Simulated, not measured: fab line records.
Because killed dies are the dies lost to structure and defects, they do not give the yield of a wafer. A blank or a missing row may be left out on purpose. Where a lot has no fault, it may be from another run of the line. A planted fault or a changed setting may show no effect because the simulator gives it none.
fab line records + flow sky130
record
- lots=11
- wafers=33
- last-day=50
route steps=708 shown VIA1@478 METAL2@484 PAD_OPEN@708
lots with no fault: from the same line, run without faults
start-h: hours from the record's opening day to when the first of the lot's shown wafers began + wait-h: how many hours have passed since the lot's step before this one + " as in the row above + L1.1+2: a single row standing in for several wafers + - either no value or no given start + * or withheld: withheld + < > ~ a bound
route shown NAME@n: a module of which the file shows steps, and the number in the route of the first + usual: mean/standard deviation of fault-free wafers + same: alike in all rows + chamber/n: place in a boat + sites: per-site readings + _std_site: standard deviation across them + _edge_site: the outer-site mean with the inner-site mean subtracted + radius-mm: how far each site lies from the wafer's centre + mask NAME#n: copy n + behind: tool/chamber where the wafer was last shaped + hold: why the lot went on hold/how many hours it stayed there/how the hold came to an end + device: transistor that didn't switch, given as n, p or np + end of line: at the end of the route, the tests of the same wafers + for a step that has no rows: nothing shown but its recipe + killed: the dies lost at the first sort to structure and to defects; this is not the yield of the wafer + map: per-die view of a wafer (x killed, . not killed, _ where there is no die)
set.NAME: the setting that was run; set.NAME@STEP: the one run at that earlier step + model.NAME: the simulator's own value behind a step, which no gauge read
one table for each step of the route and one row for each wafer, over a sample of lots
services: from which hour (start-h, from the record's first day; less than 0 if before it) a tool's chamber was out of use, for how many hours, and why
## steps
# step SKY_VIA1_SPUTTER_20
# recipe
- material=TiN
- target-thk-nm=20
- chamber-pressure-pa=5
- power-w=4000
- time-s=80
# usual
- cathode-dc-power-W=3999.9/0.75
- chamber-pressure-pa=4.998/0.0094
- throttle-valve-pct=29.8/0.82
| lot.wafer | tool           | chamber | start-h | wait-h | cathode-dc-power-W | chamber-pressure-pa | throttle-valve-pct |
|-----------|----------------|---------|---------|--------|--------------------|---------------------|--------------------|
| L673.2    | pvd-sputter-03 | -       | 793.94  | 0.0    | 3998.6             | 4.996               | 28.4               |
| L673.4    | "              | -       | "       | "      | 3999.2             | 4.999               | 30.2               |
| L673.5    | "              | -       | "       | "      | 4001.1             | 4.999               | 29.4               |
| L675.1    | pvd-sputter-02 | -       | 820.30  | 0.0    | 3999.7             | 5.013               | 29.3               |
| L675.2    | "              | -       | "       | "      | 4000.6             | 5.014               | 28.7               |
| L675.3    | "              | -       | "       | "      | 4000.1             | 5.003               | 30.3               |
| L678.1    | pvd-sputter-02 | -       | 842.95  | 0.0    | 4000.2             | 5.003               | 30.3               |
| L678.5    | "              | -       | "       | "      | 3999.5             | 4.994               | 30.3               |
| L678.6    | "              | -       | "       | "      | 3998.8             | 5.006               | 29.1               |
| L679.1    | pvd-sputter-03 | -       | 857.80  | 0.0    | 4001.0             | 5.012               | 29.1               |
| L679.2    | "              | -       | "       | "      | 3998.6             | 5.000               | 28.6               |
| L679.5    | "              | -       | "       | "      | 3999.6             | 5.003               | 28.4               |
| L682.3    | pvd-sputter-03 | -       | 868.70  | 0.0    | 4000.2             | 5.002               | 28.7               |
| L682.4    | "              | -       | "       | "      | 3998.8             | 5.011               | 31.2               |
| L682.6    | "              | -       | "       | "      | 3999.8             | 4.989               | 29.4               |
| L683.1    | pvd-sputter-02 | -       | 877.70  | 0.0    | 3999.1             | 5.013               | 29.7               |
| L683.3    | "              | -       | "       | "      | 3998.8             | 5.003               | 28.5               |
| L683.4    | "              | -       | "       | "      | 4000.3             | 5.002               | 30.3               |
| L686.2    | pvd-sputter-02 | -       | 923.55  | 0.0    | 3999.9             | 4.995               | 29.4               |
| L686.4    | "              | -       | "       | "      | 3999.1             | 4.997               | 28.3               |
| L686.5    | "              | -       | "       | "      | 3998.7             | 4.992               | 30.3               |
| L689.4    | pvd-sputter-03 | -       | 924.86  | 0.0    | 3999.7             | 5.004               | 30.0               |
| L689.5    | "              | -       | "       | "      | 3999.0             | 4.989               | 29.5               |
| L689.6    | "              | -       | "       | "      | 4001.1             | 4.998               | 28.4               |
| L690.1    | pvd-sputter-02 | -       | 933.85  | 0.0    | 4000.2             | 5.000               | 30.0               |
| L690.5    | "              | -       | "       | "      | 3999.5             | 4.991               | 30.0               |
| L690.6    | "              | -       | "       | "      | 4000.1             | 4.993               | 28.0               |
| L693.1    | pvd-sputter-03 | -       | 967.35  | 0.0    | 4000.6             | 5.005               | 29.4               |
| L693.3    | "              | -       | "       | "      | 3999.6             | 5.004               | 28.5               |
| L693.6    | "              | -       | "       | "      | 3999.2             | 5.006               | 28.6               |
| L694.1    | pvd-sputter-03 | -       | 972.06  | 0.0    | 4000.0             | 5.009               | 28.6               |
| L694.2    | "              | -       | "       | "      | 3998.3             | 4.981               | 31.1               |
| L694.3    | "              | -       | "       | "      | 4001.1             | 4.981               | 30.2               |
# step SKY_METAL2_SPUTTER_01
# recipe
- material=TiN
- target-thk-nm=20
- power-w=6500
- time-s=16.7
- chamber-pressure-pa=0.4
# usual
- cathode-dc-power-W=6499.9/1.2
- chamber-pressure-pa=0.4000/0.00078
- throttle-valve-pct=30.1/1.3
| lot.wafer | tool           | chamber | start-h | wait-h | cathode-dc-power-W | chamber-pressure-pa | throttle-valve-pct |
|-----------|----------------|---------|---------|--------|--------------------|---------------------|--------------------|
| L673.2    | pvd-sputter-02 | -       | 794.59  | 0.0    | 6500.5             | 0.3990              | 30.2               |
| L673.4    | "              | -       | "       | "      | 6501.2             | 0.3994              | 28.2               |
| L673.5    | "              | -       | "       | "      | 6499.0             | 0.4011              | 28.2               |
| L675.1    | pvd-sputter-01 | -       | 820.96  | 0.0    | 6501.3             | 0.3991              | 30.2               |
| L675.2    | "              | -       | "       | "      | 6501.1             | 0.4000              | 30.5               |
| L675.3    | "              | -       | "       | "      | 6500.9             | 0.3999              | 31.0               |
| L678.1    | pvd-sputter-01 | -       | 843.61  | 0.0    | 6500.3             | 0.3991              | 30.4               |
| L678.5    | "              | -       | "       | "      | 6498.7             | 0.3996              | 30.8               |
| L678.6    | "              | -       | "       | "      | 6501.7             | 0.4000              | 30.6               |
| L679.1    | pvd-sputter-04 | -       | 858.45  | 0.0    | 6498.8             | 0.3995              | 31.9               |
| L679.2    | "              | -       | "       | "      | 6499.0             | 0.4005              | 32.0               |
| L679.5    | "              | -       | "       | "      | 6502.2             | 0.4003              | 29.1               |
| L682.3    | pvd-sputter-02 | -       | 869.35  | 0.0    | 6500.5             | 0.3999              | 28.4               |
| L682.4    | "              | -       | "       | "      | 6500.5             | 0.3996              | 30.3               |
| L682.6    | "              | -       | "       | "      | 6500.8             | 0.3992              | 28.4               |
| L683.1    | pvd-sputter-04 | -       | 878.35  | 0.0    | 6499.9             | 0.4011              | 32.3               |
| L683.3    | "              | -       | "       | "      | 6500.1             | 0.3987              | 29.5               |
| L683.4    | "              | -       | "       | "      | 6500.5             | 0.4003              | 28.4               |
| L686.2    | pvd-sputter-02 | -       | 924.21  | 0.0    | -                  | -                   | -                  |
| L686.4    | "              | -       | "       | "      | -                  | -                   | -                  |
| L686.5    | "              | -       | "       | "      | -                  | -                   | -                  |
| L689.4    | pvd-sputter-02 | -       | 925.51  | 0.0    | -                  | -                   | -                  |
| L689.5    | "              | -       | "       | "      | -                  | -                   | -                  |
| L689.6    | "              | -       | "       | "      | -                  | -                   | -                  |
| L690.1    | pvd-sputter-04 | -       | 934.51  | 0.0    | -                  | -                   | -                  |
| L690.5    | "              | -       | "       | "      | -                  | -                   | -                  |
| L690.6    | "              | -       | "       | "      | -                  | -                   | -                  |
| L693.1    | pvd-sputter-01 | -       | 968.01  | 0.0    | 6500.0             | 0.4000              | 30.5               |
| L693.3    | "              | -       | "       | "      | 6501.1             | 0.4013              | 29.6               |
| L693.6    | "              | -       | "       | "      | 6500.4             | 0.3997              | 30.2               |
| L694.1    | pvd-sputter-01 | -       | 972.71  | 0.0    | 6500.4             | 0.4005              | 31.0               |
| L694.2    | "              | -       | "       | "      | 6500.5             | 0.4034              | 30.4               |
| L694.3    | "              | -       | "       | "      | 6501.8             | 0.3998              | 30.5               |
# step SKY_METAL2_DESCUM_17
# recipe
- chemistry=O2
- source-power-w=150
- bias-power-w=0
- pressure-mtorr=10
- temp-c=40
- time-s=8
# usual
- chamber-pressure-mTorr=9.999/0.0086
- drypump-motor-current-A=5.90/0.26
- oes-product-au=0.997/0.01
- rf-fwd-power-W=147.3/0.68
| lot.wafer | tool         | chamber | start-h | wait-h | chamber-pressure-mTorr | drypump-motor-current-A | oes-product-au | rf-fwd-power-W | rf-hours-counter-h |
|-----------|--------------|---------|---------|--------|------------------------|-------------------------|----------------|----------------|--------------------|
| L673.2    | rie-metal-03 | 1       | 820.92  | 0.0    | 9.990                  | 5.68                    | 0.995          | 147.1          | 12                 |
| L673.4    | "            | 1       | "       | "      | 9.999                  | 5.69                    | 1.008          | 147.1          | -                  |
| L673.5    | "            | 0       | "       | "      | 10.011                 | 6.28                    | 0.999          | 146.2          | -                  |
| L675.1    | rie-metal-03 | 0       | 847.37  | 0.0    | 10.008                 | 6.27                    | 1.001          | 146.1          | 9                  |
| L675.2    | "            | 1       | "       | "      | 10.006                 | 5.68                    | 1.008          | 147.1          | 14                 |
| L675.3    | "            | 1       | "       | "      | 10.012                 | 5.70                    | 0.999          | 146.0          | -                  |
| L678.1    | rie-metal-01 | 0       | 869.87  | 0.0    | 9.979                  | 5.88                    | 0.995          | 147.4          | 6                  |
| L678.5    | "            | 0       | "       | "      | 10.010                 | 5.87                    | 0.992          | 148.1          | -                  |
| L678.6    | "            | 1       | "       | "      | 10.001                 | 5.82                    | 0.985          | 147.8          | -                  |
| L679.1    | rie-metal-03 | 0       | 884.79  | 0.0    | 10.011                 | 6.32                    | 1.003          | 146.3          | 10                 |
| L679.2    | "            | 1       | "       | "      | 10.003                 | 5.68                    | 0.999          | 147.7          | 15                 |
| L679.5    | "            | 0       | "       | "      | 10.004                 | 6.31                    | 1.015          | 146.1          | -                  |
| L682.3    | rie-metal-01 | 0       | 894.98  | 0.0    | 9.994                  | 5.86                    | 0.984          | 148.1          | -                  |
| L682.4    | "            | 1       | "       | "      | 9.999                  | 5.80                    | 0.997          | 147.3          | -                  |
| L682.6    | "            | 1       | "       | "      | 10.002                 | 5.81                    | 0.979          | 147.2          | -                  |
| L683.1    | rie-metal-01 | 1       | 903.59  | 0.0    | 10.016                 | 5.82                    | 0.985          | 147.4          | 6                  |
| L683.3    | "            | 1       | "       | "      | 9.994                  | 5.82                    | 0.993          | 148.1          | -                  |
| L683.4    | "            | 0       | "       | "      | 10.000                 | 5.87                    | 1.002          | 148.6          | -                  |
| L686.2    | rie-metal-04 | 0       | 948.57  | 0.0    | 10.010                 | 5.47                    | 0.991          | 147.6          | 6                  |
| L686.4    | "            | 0       | "       | "      | 9.996                  | 5.44                    | 0.996          | 147.6          | -                  |
| L686.5    | "            | 0       | "       | "      | 10.006                 | 5.43                    | 1.000          | 147.5          | -                  |
| L689.4    | rie-metal-03 | 0       | 950.05  | 0.0    | 10.002                 | 6.30                    | 0.993          | 146.7          | -                  |
| L689.5    | "            | 1       | "       | "      | 9.983                  | 5.69                    | 0.986          | 147.3          | -                  |
| L689.6    | "            | 0       | "       | "      | 9.997                  | 6.29                    | 1.006          | 146.9          | -                  |
| L690.1    | rie-metal-04 | 0       | 959.37  | 0.0    | 9.996                  | 5.46                    | 1.002          | 147.5          | 7                  |
| L690.5    | "            | 0       | "       | "      | 10.004                 | 5.47                    | 0.995          | 147.8          | -                  |
| L690.6    | "            | 1       | "       | "      | 9.998                  | 6.22                    | 1.022          | 147.0          | -                  |
| L693.1    | rie-metal-01 | 0       | 991.47  | 0.0    | 9.991                  | 5.87                    | 0.992          | 147.6          | 11                 |
| L693.3    | "            | 0       | "       | "      | 10.012                 | 5.87                    | 0.984          | 147.5          | -                  |
| L693.6    | "            | 0       | "       | "      | 9.997                  | 5.87                    | 0.987          | 148.1          | -                  |
| L694.1    | rie-metal-01 | 1       | 996.57  | 0.0    | 10.004                 | 5.81                    | 0.989          | 148.6          | 10                 |
| L694.2    | "            | 0       | "       | "      | 9.999                  | 5.88                    | 0.998          | 148.1          | 12                 |
| L694.3    | "            | 1       | "       | "      | 9.980                  | 5.81                    | 0.997          | 147.0          | -                  |
# step SKY_METAL2_ETCH_18
# recipe
- chemistry=N2/H2
- target=BARC
- ion-energy-ev=200
- bias-w=100
- pressure-mtorr=30
- n2-flow-sccm=100
- h2-flow-sccm=200
- icp-w=500
- stop-on=SiO2
- time-s=45.9
- target-depth-a=600
# usual
- bias-w=100.0/0.3
- chamber-pressure-mTorr=29.995/0.027
- drypump-motor-current-A=5.91/0.26
- oes-product-au=0.854/0.0048
- rf-fwd-power-W=494.9/2.2
- throttle-valve-pct=13.225/0.0085
| lot.wafer | tool         | chamber | start-h | wait-h | bias-w | chamber-pressure-mTorr | drypump-motor-current-A | oes-product-au | rf-fwd-power-W | rf-hours-counter-h | throttle-valve-pct |
|-----------|--------------|---------|---------|--------|--------|------------------------|-------------------------|----------------|----------------|--------------------|--------------------|
| L673.2    | rie-metal-03 | 1       | 820.95  | 0.0    | 99.9   | 29.950                 | 5.72                    | 0.851          | 494.2          | 12                 | 13.226             |
| L673.4    | "            | 1       | "       | "      | 99.8   | 30.008                 | 5.72                    | 0.857          | 492.9          | -                  | 13.237             |
| L673.5    | "            | 0       | "       | "      | 100.3  | 30.009                 | 6.28                    | 0.859          | 491.9          | -                  | 13.222             |
| L675.1    | rie-metal-03 | 0       | 847.40  | 0.0    | 99.8   | 29.985                 | 6.34                    | 0.856          | 490.7          | 9                  | 13.236             |
| L675.2    | "            | 1       | "       | "      | 100.5  | 29.995                 | 5.70                    | 0.860          | 495.2          | 14                 | 13.232             |
| L675.3    | "            | 1       | "       | "      | 100.5  | 29.996                 | 5.70                    | 0.849          | 492.9          | -                  | 13.229             |
| L678.1    | rie-metal-01 | 0       | 869.90  | 0.0    | 100.6  | 29.924                 | 5.87                    | 0.858          | 496.7          | 6                  | 13.228             |
| L678.5    | "            | 0       | "       | "      | 100.5  | 29.978                 | 5.86                    | 0.856          | 496.7          | -                  | 13.222             |
| L678.6    | "            | 1       | "       | "      | 100.1  | 30.003                 | 5.85                    | 0.861          | 494.1          | -                  | 13.237             |
| L679.1    | rie-metal-03 | 0       | 884.82  | 0.0    | 99.9   | 30.003                 | 6.27                    | 0.849          | 489.8          | 10                 | 13.215             |
| L679.2    | "            | 1       | "       | "      | 99.7   | 29.978                 | 5.72                    | 0.850          | 495.9          | 15                 | 13.214             |
| L679.5    | "            | 0       | "       | "      | 100.0  | 29.990                 | 6.29                    | 0.857          | 491.0          | -                  | 13.213             |
| L682.3    | rie-metal-01 | 0       | 895.02  | 0.0    | 100.8  | 29.966                 | 5.86                    | 0.854          | 497.7          | -                  | 13.225             |
| L682.4    | "            | 1       | "       | "      | 100.1  | 29.976                 | 5.83                    | 0.852          | 495.9          | -                  | 13.218             |
| L682.6    | "            | 1       | "       | "      | 100.0  | 30.014                 | 5.82                    | 0.848          | 498.9          | -                  | 13.226             |
| L683.1    | rie-metal-01 | 1       | 903.62  | 0.0    | 99.6   | 30.018                 | 5.81                    | 0.849          | 495.2          | 6                  | 13.222             |
| L683.3    | "            | 1       | "       | "      | 99.9   | 30.019                 | 5.81                    | 0.849          | 495.7          | -                  | 13.224             |
| L683.4    | "            | 0       | "       | "      | 100.0  | 29.960                 | 5.88                    | 0.853          | 496.5          | -                  | 13.221             |
| L686.2    | rie-metal-04 | 0       | 948.60  | 0.0    | 100.4  | 30.028                 | 5.47                    | 0.855          | 493.7          | 6                  | 13.221             |
| L686.4    | "            | 0       | "       | "      | 100.3  | 30.016                 | 5.44                    | 0.857          | 495.2          | -                  | 13.215             |
| L686.5    | "            | 0       | "       | "      | 100.2  | 30.039                 | 5.49                    | 0.859          | 499.1          | -                  | 13.220             |
| L689.4    | rie-metal-03 | 0       | 950.10  | 0.0    | 99.9   | 29.974                 | 6.31                    | 0.851          | 491.2          | -                  | 13.229             |
| L689.5    | "            | 1       | "       | "      | 100.3  | 30.048                 | 5.70                    | 0.848          | 495.2          | -                  | 13.228             |
| L689.6    | "            | 0       | "       | "      | 100.1  | 30.031                 | 6.28                    | 0.851          | 490.6          | -                  | 13.223             |
| L690.1    | rie-metal-04 | 0       | 959.40  | 0.0    | 100.5  | 30.024                 | 5.44                    | 0.855          | 496.3          | 7                  | 13.224             |
| L690.5    | "            | 0       | "       | "      | 99.6   | 30.032                 | 5.45                    | 0.859          | 497.3          | -                  | 13.210             |
| L690.6    | "            | 1       | "       | "      | 100.3  | 30.028                 | 6.24                    | 0.851          | 496.5          | -                  | 13.213             |
| L693.1    | rie-metal-01 | 0       | 991.50  | 0.0    | 99.6   | 29.973                 | 5.86                    | 0.861          | 496.6          | 11                 | 13.240             |
| L693.3    | "            | 0       | "       | "      | 100.0  | 29.988                 | 5.85                    | 0.848          | 497.3          | -                  | 13.227             |
| L693.6    | "            | 0       | "       | "      | 100.2  | 29.998                 | 5.87                    | 0.859          | 498.3          | -                  | 13.241             |
| L694.1    | rie-metal-01 | 1       | 996.60  | 0.0    | 100.5  | 29.998                 | 5.83                    | 0.848          | 495.1          | 10                 | 13.214             |
| L694.2    | "            | 0       | "       | "      | 99.9   | 30.052                 | 5.87                    | 0.849          | 495.7          | 12                 | 13.245             |
| L694.3    | "            | 1       | "       | "      | 100.5  | 30.019                 | 5.82                    | 0.852          | 497.2          | -                  | 13.224             |
# step SKY_PAD_OPEN_PROBE_99
# usual
- defect-limited-yield=82.7/1.9
- killed_at_M0_to_M3=43/6.6
- killed_at_M4_up=3.1/1.6
- killed-at-contacts=23/5.6
- killed-at-front-end=15/4.2
- killed-at-other=0.2/0.43
- killed-dies=85/9.3
- killed-open=46/6.6
- killed-short=39/6.2
- sort_bin_3_pad_short=0.8/0.37
- sort_bin_5_function=10.2/1.5
- sort_bin_6_memory=6.2/1.1
- sort-n-pass=407/9.3
- sort-yield-pct=82.7/1.9
# same
- gross-dies=492
- killed-at-back-side=0
- sort_bin_4_leakage[%]=0
- sort_bin_8_speed[%]=0
| lot.wafer | tool      | chamber | start-h | wait-h | defect-limited-yield[%] | killed_at_M0_to_M3 | killed_at_M4_up | killed-at-contacts | killed-at-front-end | killed-at-other | killed-dies | killed-open | killed-short | sort_bin_3_pad_short[%] | sort_bin_5_function[%] | sort_bin_6_memory[%] | sort-n-pass | sort-yield-pct[%] |
|-----------|-----------|---------|---------|--------|-------------------------|--------------------|-----------------|--------------------|---------------------|-----------------|-------------|-------------|--------------|-------------------------|------------------------|----------------------|-------------|-------------------|
| L686.2    | prober-01 | -       | 1172.98 | 0.1    | 85.4                    | 37                 | 3               | 19                 | 13                  | 0               | 72          | 45          | 27           | 0.6                     | 8.5                    | 5.5                  | 420         | 85.4              |
| L686.4    | prober-01 | -       | 1173.08 | 0.2    | 83.5                    | 45                 | 3               | 18                 | 15                  | 0               | 81          | 43          | 38           | 1.0                     | 10.2                   | 5.3                  | 411         | 83.5              |
| L686.5    | prober-01 | -       | 1173.13 | 0.2    | 83.1                    | 30                 | 4               | 31                 | 18                  | 0               | 83          | 40          | 43           | 0.6                     | 9.1                    | 7.1                  | 409         | 83.1              |
| L689.4    | prober-01 | -       | 1174.58 | 0.2    | 82.1                    | 41                 | 8               | 24                 | 14                  | 1               | 88          | 37          | 51           | 1.2                     | 12.8                   | 3.9                  | 404         | 82.1              |
| L689.5    | prober-01 | -       | 1174.63 | 0.2    | 81.5                    | 57                 | 5               | 13                 | 16                  | 0               | 91          | 51          | 40           | 1.6                     | 9.6                    | 7.3                  | 401         | 81.5              |
| L689.6    | prober-01 | -       | 1174.68 | 0.2    | 83.7                    | 46                 | 2               | 16                 | 16                  | 0               | 80          | 46          | 34           | 0.6                     | 11.6                   | 4.1                  | 412         | 83.7              |
# killed by level:class
L686.2 LI_CONTACT:geometric-particle:open=9 FIELD_ISO:geometric-particle:open=8 VIA1:geometric-particle:open=8 VIA2:geometric-particle:open=8 METAL2:geometric-particle:short=5 VIA3:geometric-particle:short=5 CONTACT:geometric-particle:open=4 VIA3:geometric-particle:open=4
L686.4 VIA1:geometric-particle:open=12 VIA3:geometric-particle:open=9 CONTACT:geometric-particle:open=6 CONTACT:geometric-particle:short=6 VIA1:geometric-particle:short=6 FIELD_ISO:geometric-particle:short=4 METAL2:geometric-particle:short=4 VIA2:geometric-particle:short=4
L686.5 CONTACT:geometric-particle:open=9 VIA1:geometric-particle:open=9 POLY_GATE:geometric-particle:short=7 LI_CONTACT:geometric-particle:open=6 LOCAL_INTERCONNECT:geometric-particle:short=6 CONTACT:geometric-particle:short=5 SPACER:geometric-particle:short=4 METAL2:geometric-particle:short=4
L689.4 VIA1:geometric-particle:open=10 METAL2:geometric-particle:short=8 LI_CONTACT:geometric-particle:open=7 METAL1:geometric-particle:short=6 CONTACT:geometric-particle:open=6 FIELD_ISO:geometric-particle:short=5 POLY_GATE:geometric-particle:short=5 LOCAL_INTERCONNECT:geometric-particle:short=5
L689.5 VIA3:geometric-particle:open=13 VIA1:geometric-particle:open=9 METAL1:geometric-particle:short=8 FIELD_ISO:geometric-particle:short=7 VIA2:geometric-particle:open=7 METAL2:geometric-particle:short=6 CONTACT:geometric-particle:open=5 LI_CONTACT:geometric-particle:open=5
L689.6 VIA1:geometric-particle:open=15 VIA3:geometric-particle:open=7 FIELD_ISO:geometric-particle:short=6 LI_CONTACT:geometric-particle:open=5 VIA2:geometric-particle:open=5 CONTACT:geometric-particle:short=4 METAL2:geometric-particle:short=4 VIA3:geometric-particle:short=4
## services
| tool           | chamber | start-h | hours | kind           |
|----------------|---------|---------|-------|----------------|
| rie-metal-04   | 0       | 800.34  | -     | clean          |
| rie-metal-04   | 0       | 800.34  | 23.6  | scheduled-down |
| rie-metal-04   | 0       | 800.34  | 23.6  | vent-cycle     |
| pvd-sputter-04 | -       | 829.68  | 2.6   | repair         |
| rie-metal-04   | 1       | 841.20  | 4.5   | repair         |
| pvd-sputter-04 | -       | 842.94  | 2.8   | repair         |
| rie-metal-03   | -       | 881.98  | 1.2   | repair         |
| pvd-sputter-01 | -       | 892.39  | 7.3   | repair         |
| pvd-sputter-04 | -       | 905.54  | 3.6   | repair         |
| rie-metal-03   | -       | 953.10  | 2.8   | pm             |
| pvd-sputter-02 | -       | 978.97  | 7.7   | repair         |
| pvd-sputter-03 | -       | 983.43  | 1.9   | repair         |
| pvd-sputter-01 | -       | 984.57  | 1.2   | repair         |
| pvd-sputter-02 | -       | 996.28  | 1.3   | repair         |
## key
first-sign
- step=SKY_METAL2_SPUTTER_01
- reading=tool-record
- direction=missing
effect none on later readings
met-at SKY_METAL2_SPUTTER_01
struck-lots L686,L689,L690
not-acting-at SKY_VIA1_SPUTTER_20,SKY_METAL2_DESCUM_17,SKY_METAL2_ETCH_18
onset-between 878.35 924.21
fault
- kind=skipped-step-whole
- tool=pvd-sputter-02,pvd-sputter-04
- chamber=-
- onset-h=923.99
- steps=SKY_METAL2_SPUTTER_01
- scope=struck-lots-only
